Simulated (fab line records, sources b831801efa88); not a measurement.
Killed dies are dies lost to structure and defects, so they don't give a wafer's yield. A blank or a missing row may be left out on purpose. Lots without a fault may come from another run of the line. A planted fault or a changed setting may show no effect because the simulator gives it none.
Which tool did it? | flow gf180mcu | 6 lots, 15 wafers sampled, at 2 steps of a route of 602

WHAT THE GAUGES READ, wafer by wafer
GF_VT_IMPLANT_RS_MEAS_48: measures by four-point-probe.
lot  | measured     | on            | LVPWELL_RS (ohm/sq)
L811 | day 8 12:47  | film_metro-03 | 1200 1199 1201
L813 | day 8 21:38  | film_metro-04 | 1199 1195 1195
L817 | day 10 00:39 | film_metro-01 | 1192 1200 1195
L825 | day 12 03:58 | film_metro-03 | 1161 1194 1161 1195
L827 | day 12 19:06 | film_metro-01 | 1162 1163
L831 | day 13 15:53 | film_metro-03 | 1197 1197 1197

WHICH TOOL RAN EACH LOT (tool, then ch and the chambers of the sampled wafers, then the start)
lot  | GF_LVPWELL_IMPLANT_09
L811 | implanter-01 ch 0, day 4 13:57
L813 | implanter-01 ch 0, day 4 22:45
L817 | implanter-02 ch 0, day 5 20:01
L825 | implanter-01 ch 0, day 7 14:36
L827 | implanter-01 ch 0, day 8 03:47
L831 | implanter-04 ch 0, day 9 00:18
- GF_LVPWELL_IMPLANT_09

THE ANSWER, worked out from the rows above alone
Rule: what is usual is taken from the lots themselves. Put in order of their means at a reading, lots are off if they are a third of the lots or fewer, leave a main group of 4 or more, and stand apart from it by a gap of 3 or more times the standard deviation of the main group's means; of several such gaps the widest counts. A main group whose means are all the same, to the digits that the tables above print for the reading, isn't used. A lot without any number at a reading at which 4 lots or more have one is off too. The other lots that the step has rows for count as sound.
Off: L825, L827, at GF_VT_IMPLANT_RS_MEAS_48 (LVPWELL_RS). The main group: mean 1197 ohm/sq, standard deviation 1.7.
A tool fits if, at a process step before that reading, it ran every lot that is off, and no sound lot after the first of them. The gauges at GF_VT_IMPLANT_RS_MEAS_48 are tried like those tools. One fits: implanter-01 at GF_LVPWELL_IMPLANT_09. Its last sound lot is L813 (day 4 22:45), its first lot that is off L825 (day 7 14:36): a fault that began between those two fits.

WHAT THE SIMULATOR HAD PUT IN
Process parameter drift: implanter-01, from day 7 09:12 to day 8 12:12, at GF_LVPWELL_IMPLANT_09. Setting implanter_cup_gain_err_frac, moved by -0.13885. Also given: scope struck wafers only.
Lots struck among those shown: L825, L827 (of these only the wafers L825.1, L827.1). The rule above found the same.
